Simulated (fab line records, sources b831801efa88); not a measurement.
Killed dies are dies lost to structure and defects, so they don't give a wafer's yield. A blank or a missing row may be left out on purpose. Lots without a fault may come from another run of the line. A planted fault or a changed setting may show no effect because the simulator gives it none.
fab line records | flow sky130
record lots=14 wafers=42 last_day=51
route steps=708 shown VT_ADJUST_LVTN@115 SONOS_ONO@177 PAD_OPEN@708
lots that met no fault: from a run of the same line without faults
start_h: hours from the record's first day to the start of the lot's first wafer shown | wait_h: hours since the lot's step before | " the same as in the row above | L1.1+2: a row that stands for several wafers | - no value, or no start given | * or withheld: withheld | < > ~ a bound
route shown NAME@n: a module of which the file shows steps, and the number in the route of the first | usual: mean/standard deviation of fault-free wafers | same: alike in all rows | chamber/n: place in a boat | sites: the reading at each site | _std_site: their standard deviation | _edge_site: outer sites' mean less inner sites' | radius_mm: how far each site lies from the wafer's centre | mask NAME#n: copy n | behind: the tool/chamber that last shaped the wafer | hold: why the lot was held/for how many hours/how that ended | device: the transistor (n, p or np) that didn't switch | end of line: the same wafers' tests at the end of the route | a step without rows: its recipe alone | killed: dies lost to structure and defects at the first sort, not the wafer's yield | map: a wafer's dies, x killed, . not, _ none there
set.NAME: the setting as run; set.NAME@STEP: as run at that earlier step | model.NAME: the simulator's own value behind a step, which no gauge read
steps of the route over a sample of lots; a table a step, a row a wafer
services: from which hour (start_h, from the record's first day; less than 0 if before it) a tool's chamber was out of use, for how many hours, and why
## steps
# step SKY_VT_ADJUST_LVTN_OVL_MEAS_18
# usual VT_ADJUST_LVTN_01_OVL=-0.3/1.6
# columns lot.wafer tool chamber start_h wait_h VT_ADJUST_LVTN_01_OVL[nm]
L546.1 overlay-02 - 160.96 0.1 -1.3
L546.2 " - " " -1.7
L546.3 " - " " -2.7
L548.1 overlay-02 - 184.47 0.1 -0.7
L548.5 " - " " -1.0
L548.6 " - " " -0.6
L549.1 overlay-02 - 185.07 0.1 0.3
L549.4 " - " " 0.0
L549.5 " - " " 1.9
L550.2 overlay-01 - 189.41 0.1 1.8
L550.4 " - " " 1.4
L550.5 " - " " 1.7
L554.2 overlay-01 - 213.37 0.1 -1.6
L554.4 " - " " -2.7
L554.5 " - " " -2.3
L557.1 overlay-01 - 229.02 0.1 -0.6
L557.2 " - " " -1.4
L557.3 " - " " -1.3
L558.2 overlay-02 - 240.58 0.1 1.8
L558.4 " - " " 1.3
L558.6 " - " " 0.0
L559.3 overlay-02 - 248.43 0.1 0.7
L559.4 " - " " 2.5
L559.6 " - " " 1.9
L560.1 overlay-02 - 254.82 0.1 2.3
L560.3 " - " " 0.5
L560.6 " - " " 0.3
L561.2 overlay-02 - 261.78 0.1 0.6
L561.3 " - " " 0.7
L561.5 " - " " 0.4
L565.1 overlay-01 - 290.76 0.1 -1.1
L565.2 " - " " -0.1
L565.3 " - " " -1.2
L566.1 overlay-01 - 306.42 0.1 -1.2
L566.2 " - " " 1.0
L566.3 " - " " 0.6
L567.1 overlay-01 - 327.51 0.1 -1.5
L567.3 " - " " -2.0
L567.6 " - " " -1.5
L568.1 overlay-01 - 340.52 0.1 -2.1
L568.3 " - " " -2.3
L568.4 " - " " -3.7
# step SKY_VT_ADJUST_LVTN_TW_MEAS_21
# usual VT_ADJUST_LVTN_2_TW=189.2/2.1
# columns lot.wafer tool chamber start_h wait_h VT_ADJUST_LVTN_2_TW
L546.1 film_metro-04 - 161.24 0.1 187.0
L546.2 " - " " 187.1
L546.3 " - " " 186.9
L548.1 film_metro-03 - 184.76 0.1 187.9
L548.5 " - " " 188.0
L548.6 " - " " 188.3
L549.1 film_metro-04 - 185.35 0.1 188.1
L549.4 " - " " 186.9
L549.5 " - " " 187.1
L550.2 film_metro-02 - 189.70 0.1 191.1
L550.4 " - " " 191.4
L550.5 " - " " 190.5
L554.2 film_metro-02 - 213.66 0.1 191.4
L554.4 " - " " 191.4
L554.5 " - " " 191.5
L557.1 film_metro-02 - 229.31 0.1 189.6
L557.2 " - " " 191.3
L557.3 " - " " 191.1
L558.2 film_metro-03 - 240.87 0.1 189.5
L558.4 " - " " 188.7
L558.6 " - " " 189.5
L559.3 film_metro-04 - 248.72 0.1 187.2
L559.4 " - " " 187.6
L559.6 " - " " 187.7
L560.1 film_metro-04 - 255.11 0.1 186.8
L560.3 " - " " 187.4
L560.6 " - " " 186.0
L561.2 film_metro-03 - 262.07 0.1 188.7
L561.3 " - " " 188.5
L561.5 " - " " 189.3
L565.1 film_metro-02 - 291.04 0.1 191.7
L565.2 " - " " 192.1
L565.3 " - " " 191.6
L566.1 film_metro-03 - 306.70 0.1 188.0
L566.2 " - " " 188.9
L566.3 " - " " 188.5
L567.1 film_metro-02 - 327.79 0.1 192.4
L567.3 " - " " 194.9
L567.6 " - " " 192.7
L568.1 film_metro-03 - 340.82 0.1 188.0
L568.3 " - " " 188.9
L568.4 " - " " 189.2
# step SKY_SONOS_ONO_SOFTBAKE_09
# recipe temp_c=90 time_s=60 resist=NOVOLAK
# usual heater_power_total_W=56.59/0.038 plate_temp_C=90.03/0.11
# columns lot.wafer tool chamber start_h wait_h heater_power_total_W plate_temp_C
L546.1 litho_track-02 0 267.22 0.1 56.57 89.80
L546.2 " 0 " " 56.59 90.04
L546.3 " 0 " " 56.58 90.12
L548.1 litho_track-04 0 293.46 0.1 56.66 89.86
L548.5 " 0 " " 56.61 90.05
L548.6 " 0 " " 56.62 89.90
L549.1 litho_track-02 0 294.97 0.1 56.60 89.99
L549.4 " 0 " " 56.61 89.92
L549.5 " 0 " " 56.58 89.97
L550.2 litho_track-03 0 299.54 0.1 56.62 89.95
L550.4 " 0 " " 56.65 90.04
L550.5 " 0 " " 56.61 89.91
L554.2 litho_track-02 0 332.00 0.1 56.62 90.01
L554.4 " 0 " " 56.58 89.97
L554.5 " 0 " " 56.62 90.06
L557.1 litho_track-02 0 347.02 0.1 59.91 93.61
L557.2 " 0 " " 60.06 93.84
L557.3 " 0 " " 59.96 93.58
L558.2 litho_track-02 0 361.60 0.1 60.02 93.77
L558.4 " 0 " " 59.89 93.75
L558.6 " 0 " " 59.98 93.90
L559.3 litho_track-03 0 370.41 0.1 56.59 90.00
L559.4 " 0 " " 56.60 90.08
L559.6 " 0 " " 56.66 89.98
L560.1 litho_track-04 0 375.76 0.1 56.53 90.20
L560.3 " 0 " " 56.52 90.07
L560.6 " 0 " " 56.61 90.17
L561.2 litho_track-04 0 385.93 0.1 56.62 90.11
L561.3 " 0 " " 56.56 90.06
L561.5 " 0 " " 56.61 90.01
L565.1 litho_track-02 0 423.62 0.1 56.52 89.93
L565.2 " 0 " " 56.55 89.94
L565.3 " 0 " " 56.57 89.94
L566.1 litho_track-02 0 439.17 0.1 56.61 89.93
L566.2 " 0 " " 56.55 90.13
L566.3 " 0 " " 56.58 90.12
L567.1 litho_track-03 0 464.11 0.1 56.63 89.93
L567.3 " 0 " " 56.60 89.82
L567.6 " 0 " " 56.58 90.00
L568.1 litho_track-04 0 481.61 0.1 56.56 90.12
L568.3 " 0 " " 56.67 89.89
L568.4 " 0 " " 56.60 89.98
# step SKY_SONOS_ONO_OVL_MEAS_14
# usual SONOS_ONO_OVL=0.2/1.4
# columns lot.wafer tool chamber start_h wait_h SONOS_ONO_OVL[nm]
L546.1 overlay-01 - 279.38 0.1 1.2
L546.2 " - " " 0.0
L546.3 " - " " 1.0
L548.1 overlay-02 - 306.79 0.1 0.5
L548.5 " - " " 0.6
L548.6 " - " " 0.0
L549.1 overlay-01 - 308.19 0.1 -1.1
L549.4 " - " " 1.0
L549.5 " - " " -1.2
L550.2 overlay-02 - 313.14 0.1 1.2
L550.4 " - " " 0.2
L550.5 " - " " 0.3
L554.2 overlay-02 - 346.10 0.1 -0.7
L554.4 " - " " 0.4
L554.5 " - " " -0.9
L557.1 overlay-01 - 360.53 0.1 -0.3
L557.2 " - " " -1.9
L557.3 " - " " -0.4
L558.2 overlay-02 - 375.54 0.1 1.1
L558.4 " - " " 0.0
L558.6 " - " " 2.6
L559.3 overlay-01 - 384.14 0.1 1.9
L559.4 " - " " 3.1
L559.6 " - " " 0.6
L560.1 overlay-01 - 390.43 0.1 1.6
L560.3 " - " " 1.0
L560.6 " - " " -0.2
L561.2 overlay-02 - 400.54 0.1 2.6
L561.3 " - " " 0.6
L561.5 " - " " 1.3
L565.1 overlay-01 - 438.63 0.1 2.6
L565.2 " - " " 0.3
L565.3 " - " " 1.7
L566.1 overlay-02 - 455.34 0.1 0.4
L566.2 " - " " -1.4
L566.3 " - " " -0.9
L567.1 overlay-01 - 479.43 0.1 0.6
L567.3 " - " " 2.5
L567.6 " - " " 2.9
L568.1 overlay-01 - 497.18 0.1 -0.1
L568.3 " - " " -1.5
L568.4 " - " " -0.8
# step SKY_PAD_OPEN_PROBE_99
# usual killed_at_M0_to_M3=44/6.8 killed_at_M4_up=2.9/1.9 killed_at_contacts=24/5.2 killed_at_front_end=16/4.1 killed_at_other=0.4/0.74 killed_dies=88/9.1 killed_open=48/7.2 killed_short=39/5.6
# same gross_dies=492 killed_at_back_side=0
# columns lot.wafer tool chamber start_h wait_h killed_at_M0_to_M3 killed_at_M4_up killed_at_contacts killed_at_front_end killed_at_other killed_dies killed_open killed_short
L557.1 prober-01 - 1133.28 0.1 26 5 26 7 1 65 30 35
L557.2 prober-01 - 1133.33 0.1 46 4 26 21 0 97 59 38
L557.3 prober-01 - 1133.38 0.2 45 1 28 12 0 86 45 41
L558.2 prober-02 - 1143.39 0.1 44 3 25 7 0 79 51 27
L558.4 prober-02 - 1143.49 0.2 43 3 20 8 0 74 36 38
L558.6 prober-02 - 1143.59 0.2 49 0 19 14 1 83 41 41
L560.1 prober-02 - 1153.34 0.1 55 1 26 15 0 97 48 46
L560.3 prober-02 - 1153.44 0.2 44 5 27 19 0 95 52 42
L560.6 prober-02 - 1153.59 0.2 40 4 28 15 0 87 43 43
L561.2 prober-01 - 1157.94 0.1 30 1 26 19 2 78 45 31
L561.3 prober-01 - 1157.99 0.2 26 2 26 12 0 66 35 31
L561.5 prober-01 - 1158.09 0.2 53 2 27 17 1 100 46 53
# killed by level:class
L557.1 CONTACT:geometric_particle:open=9 METAL1:geometric_particle:short=7 LI_CONTACT:geometric_particle:open=6 VIA1:geometric_particle:open=6 CONTACT:geometric_particle:short=5 POLY_GATE:geometric_particle:short=4 METAL4:geometric_particle:short=4 VIA2:geometric_particle:open=4
L557.2 VIA1:geometric_particle:open=10 VIA3:geometric_particle:open=10 CONTACT:geometric_particle:short=9 CONTACT:geometric_particle:open=9 METAL2:geometric_particle:short=7 FIELD_ISO:geometric_particle:open=6 VIA2:geometric_particle:open=6 LI_CONTACT:geometric_particle:open=5
L557.3 CONTACT:geometric_particle:open=10 VIA1:geometric_particle:open=8 LI_CONTACT:geometric_particle:short=7 METAL1:geometric_particle:short=7 VIA3:geometric_particle:open=7 LI_CONTACT:geometric_particle:open=6 METAL2:geometric_particle:short=5 VIA2:geometric_particle:open=5
L558.2 LI_CONTACT:geometric_particle:open=11 VIA1:geometric_particle:open=11 VIA3:geometric_particle:open=10 CONTACT:geometric_particle:open=7 METAL2:geometric_particle:short=5 VIA1:geometric_particle:short=4 VIA2:geometric_particle:open=4 POLY_GATE:geometric_particle:open=3
L558.4 CONTACT:geometric_particle:open=10 VIA1:geometric_particle:short=9 VIA1:geometric_particle:open=7 VIA3:geometric_particle:open=7 METAL1:geometric_particle:short=5 METAL2:geometric_particle:short=5 VIA2:geometric_particle:short=4 LI_CONTACT:geometric_particle:open=4
L558.6 VIA1:geometric_particle:open=9 VIA3:geometric_particle:open=9 VIA1:geometric_particle:short=8 METAL2:geometric_particle:short=8 LI_CONTACT:geometric_particle:open=5 CONTACT:geometric_particle:short=5 CONTACT:geometric_particle:open=4 METAL1:geometric_particle:short=4
L560.1 VIA1:geometric_particle:open=10 METAL2:geometric_particle:short=10 VIA2:geometric_particle:open=7 LOCAL_INTERCONNECT:geometric_particle:short=6 CONTACT:geometric_particle:short=6 POLY_GATE:geometric_particle:short=5 LI_CONTACT:geometric_particle:open=5 CONTACT:geometric_particle:open=5
L560.3 VIA1:geometric_particle:open=8 LI_CONTACT:geometric_particle:open=7 CONTACT:geometric_particle:short=7 CONTACT:geometric_particle:open=7 METAL1:geometric_particle:short=7 VIA2:geometric_particle:open=7 VIA3:geometric_particle:open=7 LOCAL_INTERCONNECT:geometric_particle:short=5
L560.6 CONTACT:geometric_particle:open=13 METAL2:geometric_particle:short=7 VIA3:geometric_particle:open=7 FIELD_ISO:geometric_particle:short=5 LI_CONTACT:geometric_particle:short=5 VIA1:geometric_particle:short=5 VIA1:geometric_particle:open=5 LOCAL_INTERCONNECT:geometric_particle:short=4
L561.2 CONTACT:geometric_particle:open=9 LI_CONTACT:geometric_particle:open=8 POLY_GATE:geometric_particle:open=8 FIELD_ISO:geometric_particle:short=5 VIA1:geometric_particle:open=5 VIA2:geometric_particle:open=5 LI_CONTACT:geometric_particle:short=4 VIA3:geometric_particle:open=4
L561.3 CONTACT:geometric_particle:open=10 CONTACT:geometric_particle:short=7 VIA2:geometric_particle:open=7 LI_CONTACT:geometric_particle:open=6 METAL1:geometric_particle:short=6 SPACER:geometric_particle:short=4 VIA3:geometric_particle:open=3 POLY_GATE:geometric_particle:open=3
L561.5 CONTACT:geometric_particle:open=11 METAL1:geometric_particle:short=9 CONTACT:geometric_particle:short=8 VIA1:geometric_particle:open=8 METAL2:geometric_particle:short=8 POLY_GATE:geometric_particle:short=7 VIA2:geometric_particle:open=7 VIA2:geometric_particle:short=5
## services
# columns tool chamber start_h hours kind
litho_track-04 - 335.34 - consumable_replace:filter
litho_track-02 - 387.68 - consumable_replace:filter
## key
first_sign step=SKY_SONOS_ONO_SOFTBAKE_09 reading=heater_power_total_W direction=up sigmas=89 usual=* struck=*
effect step=SKY_SONOS_ONO_SOFTBAKE_09 reading=plate_temp_C direction=up sigmas=33 usual=* struck=*
met_at SKY_SONOS_ONO_SOFTBAKE_09
struck_lots L557,L558
tester_left_out L557,L558
loop_trim step=SKY_SONOS_ONO_EXPOSE_10 setting=dose lots=L558
not_acting_at SKY_VT_ADJUST_LVTN_OVL_MEAS_18,SKY_VT_ADJUST_LVTN_TW_MEAS_21,SKY_SONOS_ONO_OVL_MEAS_14
onset_between 332.00 347.02
fault kind=process_parameter_drift tool=litho_track-02 chamber=- onset_h=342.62 steps=SKY_SONOS_ONO_SOFTBAKE_09 channel=temp_c offset=* shape=step end_h=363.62 acts_in=* stated=*
# tester_left_out: of these lots the tester's yield and bins aren't shown, on N5 and GAA mostly nor the transistor test; their killed dies are dies lost to structure and defects alone, not to doping, threshold or leakage, so they don't give the yield
# loop_trim: a control loop set the setting to another value than it would have without faults
